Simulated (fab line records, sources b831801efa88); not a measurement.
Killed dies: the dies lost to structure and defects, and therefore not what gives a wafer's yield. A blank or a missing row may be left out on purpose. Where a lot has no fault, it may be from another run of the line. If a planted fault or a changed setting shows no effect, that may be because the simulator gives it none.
fab line records	flow gf180mcu
record lots=6	wafers=18	last_day=32
route steps=602 shown V4@492 MIM@503
lots with no fault: from the same line, run without faults
start_h: hours from the record's opening day to when the first of the lot's shown wafers began	wait_h: how many hours have passed since the lot's step before this one	" same as the row above	L1.1+2: one row covering several wafers at once	- no value present, or no start provided	* or withheld: withheld	< > ~ a bound
route shown NAME@n: NAME is a module with steps in the file, n the number in the route of the first one	usual: mean and standard deviation over wafers with no fault	same: alike in all rows	chamber/n: place in a boat	sites: readings site by site	_std_site: the standard deviation of these	_edge_site: mean of outer sites minus mean of inner sites	radius_mm: how far each site lies from the wafer's centre	mask NAME#n: copy n	behind: tool/chamber where the wafer was last shaped	hold: cause of the lot's hold/its duration in hours/its outcome	device: transistor that didn't switch, given as n, p or np	end of line: tests run on the same wafers once the route is complete	for a step that has no rows: nothing shown but its recipe	killed: not the wafer's yield, but the dies lost to structure and defects at the first sort	map: a wafer's dies, marking killed ones x, the rest . and places with no die _
set.NAME: the setting the step ran with; set.NAME@STEP: the setting that earlier step ran with	model.NAME: the simulator's own value behind a step, which no gauge read
a table for each step, a row for each wafer; lots at some steps of the route
services: a tool's chamber out of use, with start hour (start_h, from the record's first day; less than 0 if before it), hours out, and reason
## steps
# step GF_V4_ETCH_16
# recipe chemistry=N2/H2	target_depth_a=withheld	overetch_a=withheld	time_s=withheld	target=BARC	ion_energy_ev=200	source_w=500	bias_w=100	pressure_mtorr=30	n2_flow_sccm=100	h2_flow_sccm=200
# usual chamber_pressure_mTorr=30.001/0.027	drypump_motor_current_A=5.9/0.49	oes_product_au=0.855/0.0048	throttle_valve_pct=13.224/0.01
lot.wafer	tool	chamber	start_h	wait_h	chamber_pressure_mTorr	drypump_motor_current_A	oes_product_au	throttle_valve_pct
L538.2	rie_diel-02	3	560.93	0.0	29.977	6.1	0.855	13.225
L538.3	"	2	"	"	30.010	5.3	0.854	13.232
L538.5	"	2	"	"	29.988	5.4	0.852	13.223
L539.3	rie_diel-03	3	567.64	0.0	29.984	6.0	0.857	13.212
L539.4	"	1	"	"	29.996	5.6	0.852	13.217
L539.5	"	3	"	"	30.035	6.0	0.856	13.232
L541.1	rie_diel-02	3	587.45	0.0	30.082	6.1	0.858	13.209
L541.4	"	1	"	"	30.014	5.0	0.859	13.204
L541.6	"	0	"	"	30.001	6.4	0.858	13.231
L542.2	rie_diel-03	2	595.14	0.0	29.984	5.2	0.856	13.224
L542.3	"	0	"	"	29.990	6.3	0.858	13.227
L542.6	"	3	"	"	29.989	6.0	0.856	13.225
L543.1	rie_diel-01	3	604.02	0.0	30.027	6.2	0.857	13.225
L543.2	"	1	"	"	30.008	6.3	0.855	13.226
L543.5	"	3	"	"	30.062	6.2	0.848	13.211
L554.1	rie_diel-01	1	682.64	0.0	30.011	6.3	0.866	13.227
L554.3	"	3	"	"	29.973	6.2	0.864	13.215
L554.6	"	3	"	"	29.998	6.3	0.855	13.211
# step GF_V4_ETCH_17
# recipe chemistry=C4F8/O2/Ar	mask_material=KrF	target=SiO2	stop_on=TiN	source_w=1500	bias_w=1200	pressure_mtorr=40	c4f8_flow_sccm=withheld	O2_flow_sccm=6	Ar_flow_sccm=300	time_s=withheld	target_depth_a=6300
# usual chamber_pressure_mTorr=40.00/0.034	oes_product_au=0.855/0.0042
lot.wafer	tool	chamber	start_h	wait_h	chamber_pressure_mTorr	oes_product_au
L538.2	rie_diel-02	3	-	-	40.03	0.854
L538.3	"	2	"	"	40.06	0.854
L538.5	"	2	"	"	39.97	0.848
L539.3	rie_diel-03	3	-	-	40.07	0.862
L539.4	"	1	"	"	40.02	0.854
L539.5	"	3	"	"	39.99	0.858
L541.1	rie_diel-02	3	-	-	39.98	0.853
L541.4	"	1	"	"	40.00	0.848
L541.6	"	0	"	"	39.99	0.856
L542.2	rie_diel-03	2	-	-	40.02	0.862
L542.3	"	0	"	"	40.01	0.860
L542.6	"	3	"	"	39.97	0.860
L543.1	rie_diel-01	3	-	-	40.06	0.852
L543.2	"	1	"	"	39.95	0.850
L543.5	"	3	"	"	40.04	0.857
L554.1	rie_diel-01	1	-	-	39.98	0.850
L554.3	"	3	"	"	40.02	0.859
L554.6	"	3	"	"	39.97	0.856
# step GF_V4_STRIP_18
# recipe chemistry=O2/N2	power_w=1400	pressure_mtorr=1500	platen_temp_c=250	o2_flow_sccm=3000	n2_flow_sccm=300	overash_fraction=0.5
# usual chamber_pressure_mTorr=1500.1/1.3	drypump_motor_current_A=5.8/0.34	heater_power_w=319/40	oes_product_au=0.593/0.0054
lot.wafer	tool	chamber	start_h	wait_h	chamber_pressure_mTorr	drypump_motor_current_A	heater_power_w	oes_product_au	rf_hours_counter_h
L538.2	plasma_asher-01	1	561.06	-	1499.4	5.6	358	0.601	79
L538.3	"	1	"	"	1500.1	5.6	368	0.602	-
L538.5	"	0	"	"	1500.0	5.9	324	0.599	-
L539.3	plasma_asher-03	1	567.81	-	1499.3	6.0	296	0.596	-
L539.4	"	0	"	"	1499.3	5.1	366	0.587	-
L539.5	"	1	"	"	1498.6	6.0	301	0.592	-
L541.1	plasma_asher-03	0	587.58	-	1499.9	5.1	363	0.590	46
L541.4	"	0	"	"	1501.0	5.1	352	0.589	-
L541.6	"	1	"	"	1499.4	6.0	294	0.586	-
L542.2	plasma_asher-04	0	595.27	-	1501.1	6.2	243	0.588	100
L542.3	"	0	"	"	1498.9	6.2	249	0.594	-
L542.6	"	1	"	"	1499.2	5.7	320	0.590	-
L543.1	plasma_asher-01	1	604.15	-	1499.0	5.6	365	0.579	83
L543.2	"	0	"	"	1501.9	5.9	331	0.584	83
L543.5	"	0	"	"	1500.0	5.9	329	0.600	-
L554.1	plasma_asher-03	0	682.76	-	1497.6	5.1	356	0.589	56
L554.3	"	1	"	"	1499.4	6.0	296	0.592	-
L554.6	"	0	"	"	1502.0	5.1	357	0.585	-
# step GF_V4_STRIP_19
# recipe chemistry=post_etch_residue_remover	time_s=1200	temp_c=72.5
# step GF_V4_CLEAN_20
# recipe chemistry=DIW	dry=n2_spin
# step GF_V4_SPUTTER_21
# recipe material=Ti	target_thk_nm=15	chamber_pressure_pa=5	power_w=2500	substrate_temp_c=200	time_s=80.02
# step GF_V4_SPUTTER_22
# recipe material=TiN	target_thk_nm=10	chamber_pressure_pa=5	power_w=4000	time_s=40
# step GF_V4_CVD_23
# recipe material=W	target_thk_nm=350	time_s=104.9	temp_c=400	pressure_torr=40
# step GF_V4_RS_MEAS_24
# recipe thk_meas_gauge=four-point-probe	reads=W_of_V4_CVD_23+TiN_of_V4_SPUTTER_22+Ti_of_V4_SPUTTER_21
# usual V4_W_RS=0.325/0.0072
lot.wafer	tool	chamber	start_h	wait_h	V4_W_RS[ohm/sq]
L538.2	film_metro-04	-	561.84	0.1	0.310
L538.3	"	-	"	"	0.311
L538.5	"	-	"	"	0.312
L539.3	film_metro-01	-	568.56	0.1	0.316
L539.4	"	-	"	"	0.327
L539.5	"	-	"	"	0.323
L541.1	film_metro-03	-	588.35	0.1	0.326
L541.4	"	-	"	"	0.328
L541.6	"	-	"	"	0.329
L542.2	film_metro-03	-	596.03	0.1	0.314
L542.3	"	-	"	"	0.314
L542.6	"	-	"	"	0.315
L543.1	film_metro-01	-	604.93	0.1	0.318
L543.2	"	-	"	"	0.326
L543.5	"	-	"	"	0.317
L554.1	film_metro-01	-	683.52	0.1	0.323
L554.3	"	-	"	"	0.315
L554.6	"	-	"	"	0.324
# step GF_V4_THK_MEAS_25
# recipe thk_meas_gauge=xrf	reads=W_of_V4_CVD_23
# usual V4_W_THK=360/8.9
lot.wafer	tool	chamber	start_h	wait_h	V4_W_THK[nm]
L538.2	film_metro-04	-	561.95	0.1	376
L538.3	"	-	"	"	375
L538.5	"	-	"	"	373
L539.3	film_metro-01	-	568.66	0.1	364
L539.4	"	-	"	"	354
L539.5	"	-	"	"	356
L541.1	film_metro-03	-	588.47	0.1	361
L541.4	"	-	"	"	356
L541.6	"	-	"	"	356
L542.2	film_metro-03	-	596.14	0.1	376
L542.3	"	-	"	"	376
L542.6	"	-	"	"	375
L543.1	film_metro-01	-	605.05	0.1	369
L543.2	"	-	"	"	358
L543.5	"	-	"	"	371
L554.1	film_metro-01	-	683.64	0.1	355
L554.3	"	-	"	"	365
L554.6	"	-	"	"	357
# step GF_V4_CMP_26
# recipe stop_on=SiO2	down_force_psi=3.5	platen_rpm=60	t_overpolish_s=15	target_thk_nm=0	pad_velocity_m_s=0.94248
# usual motor_current_A=11.2/1.1	overpolish_run_s=15.001/0.0087	retaining_ring_pressure_frac=1.001/0.0052	time_to_endpoint_s=85/5.1
lot.wafer	tool	chamber	start_h	wait_h	motor_current_A	overpolish_run_s	retaining_ring_pressure_frac	time_to_endpoint_s
L538.3	cmp-02	0	562.05	0.1	12.6	15.028	1.002	92
L538.2	"	1	"	"	9.4	15.008	1.005	89
L538.5	"	0	"	"	11.8	14.995	1.001	93
L539.4	cmp-01	3	568.70	0.0	13.1	14.995	1.009	85
L539.3	"	1	"	"	10.9	14.997	1.008	86
L539.5	"	3	"	"	12.2	14.997	1.010	84
L541.1	cmp-02	1	588.58	0.1	10.3	15.002	0.995	79
L541.4	"	2	"	"	9.9	15.001	0.995	88
L541.6	"	0	"	"	12.5	14.992	1.007	82
L542.2	cmp-01	1	596.19	0.0	10.5	15.003	1.000	86
L542.3	"	2	"	"	9.9	15.007	1.008	79
L542.6	"	2	"	"	10.7	15.009	1.004	78
L543.2	cmp-02	0	605.16	0.1	12.8	14.995	0.997	89
L543.1	"	1	"	"	9.1	15.010	0.993	84
L543.5	"	3	"	"	11.2	14.991	0.999	83
L554.1	cmp-02	1	684.05	0.4	10.3	14.993	1.004	79
L554.3	"	2	"	"	9.4	14.995	0.997	86
L554.6	"	3	"	"	11.0	15.004	1.007	75
# step GF_MIM_SPUTTER_00
# recipe material=Ti	target_thk_nm=37.5	arriving_ion_energy_ev=80	substrate_temp_c=200	chamber_pressure_pa=2	power_w=4000	time_s=150
# step GF_MIM_SPUTTER_01
# recipe material=TiN	target_thk_nm=30	power_w=6500	time_s=25	chamber_pressure_pa=0.4
# usual cathode_dc_power_W=6500.1/1.1	chamber_pressure_pa=0.3999/0.00084	throttle_valve_pct=30.0/0.78
lot.wafer	tool	chamber	start_h	wait_h	cathode_dc_power_W	chamber_pressure_pa	throttle_valve_pct
L538.2	pvd_sputter-04	-	562.40	0.1	6500.8	0.4022	30.7
L538.3	"	-	"	"	6500.1	0.3997	30.0
L538.5	"	-	"	"	6500.0	0.4001	29.0
L539.3	pvd_sputter-03	-	569.10	0.1	6500.4	0.4002	30.6
L539.4	"	-	"	"	6499.7	0.3998	29.4
L539.5	"	-	"	"	6500.5	0.3996	30.6
L541.1	pvd_sputter-03	-	588.93	0.1	-	-	-
L541.4	"	-	"	"	-	-	-
L541.6	"	-	"	"	-	-	-
L542.2	pvd_sputter-03	-	596.59	0.1	-	-	-
L542.3	"	-	"	"	-	-	-
L542.6	"	-	"	"	-	-	-
L543.1	pvd_sputter-01	-	605.52	0.1	6498.1	0.3996	29.6
L543.2	"	-	"	"	6498.5	0.4005	28.3
L543.5	"	-	"	"	6500.3	0.4013	29.5
L554.1	pvd_sputter-04	-	684.35	0.1	6500.5	0.4017	30.3
L554.3	"	-	"	"	6501.2	0.3991	30.6
L554.6	"	-	"	"	6500.5	0.4015	30.1
# step GF_MIM_SPUTTER_02
# recipe material=AlCu	target_thk_nm=450	power_w=10600	time_s=23.9	chamber_pressure_pa=0.4
# usual cathode_dc_power_W=10600/1.9	chamber_pressure_pa=0.4000/0.00075	throttle_valve_pct=30.0/0.81
lot.wafer	tool	chamber	start_h	wait_h	cathode_dc_power_W	chamber_pressure_pa	throttle_valve_pct
L538.2	pvd_sputter-04	-	562.43	0.0	10600	0.4003	30.5
L538.3	"	-	"	"	10599	0.4007	30.1
L538.5	"	-	"	"	10597	0.4007	29.2
L539.3	pvd_sputter-03	-	569.13	0.0	10595	0.3994	30.7
L539.4	"	-	"	"	10602	0.3991	29.6
L539.5	"	-	"	"	10602	0.3996	30.3
L541.1	pvd_sputter-03	-	588.96	0.0	10600	0.4003	30.8
L541.4	"	-	"	"	10600	0.3987	31.0
L541.6	"	-	"	"	10597	0.4007	29.8
L542.2	pvd_sputter-03	-	596.62	0.0	10598	0.4003	31.0
L542.3	"	-	"	"	10598	0.3989	29.8
L542.6	"	-	"	"	10598	0.3991	29.6
L543.1	pvd_sputter-01	-	605.56	0.0	10604	0.3996	29.7
L543.2	"	-	"	"	10600	0.4003	28.2
L543.5	"	-	"	"	10604	0.4001	29.4
L554.1	pvd_sputter-04	-	684.38	0.0	10598	0.3982	30.2
L554.3	"	-	"	"	10601	0.3991	30.7
L554.6	"	-	"	"	10600	0.4009	30.5
## services
tool	chamber	start_h	hours	kind
pvd_sputter-01	-	538.07	1.2	repair
rie_diel-01	-	539.94	2.8	pm
pvd_sputter-01	-	548.95	46.6	repair
rie_diel-03	3	554.04	8.6	repair
rie_diel-01	2	555.06	-	clean
rie_diel-01	2	555.06	18.1	scheduled_down
rie_diel-01	2	555.06	18.1	vent_cycle
cmp-01	-	558.57	3.2	pm
plasma_asher-04	-	560.62	1.3	repair
cmp-01	-	562.09	2.3	repair
plasma_asher-03	-	563.94	2.8	pm
cmp-02	-	572.10	4.0	pm
cmp-02	-	576.10	-	consumable_replace:conditioner
cmp-02	-	576.10	-	consumable_replace:pad
cmp-02	-	607.67	1.3	repair
rie_diel-03	1	608.13	2.5	repair
cmp-02	-	625.78	0.7	repair
cmp-02	-	632.92	0.8	repair
cmp-02	-	635.01	1.1	repair
cmp-02	-	636.63	1.9	repair
cmp-02	-	636.80	1.0	repair
cmp-01	-	637.03	2.4	repair
cmp-02	-	669.74	5.6	pm
plasma_asher-01	-	671.21	1.4	repair
## key
first_sign step=GF_MIM_SPUTTER_01	reading=tool_record	direction=missing
effect none on later readings
met_at GF_MIM_SPUTTER_01
struck_wafers L541.1,L541.4,L541.6,L542.2,L542.3,L542.6
later_rows_left_out L541.1,L541.4,L541.6,L542.2,L542.3,L542.6
sort_left_out L541.1,L541.4,L541.6,L542.2,L542.3,L542.6
onset_between 569.10 588.93
fault kind=skipped_step_whole	tool=pvd_sputter-03	chamber=-	onset_h=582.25	steps=GF_MIM_SPUTTER_01	scope=struck_lots_only
# sort_left_out: the simulated sort isn't trusted on such a fault, so these wafers' sort isn't shown, and their yield isn't known
# later_rows_left_out: the simulator's readings of these wafers behind a module that went badly wrong aren't trusted and aren't shown, but for the sort
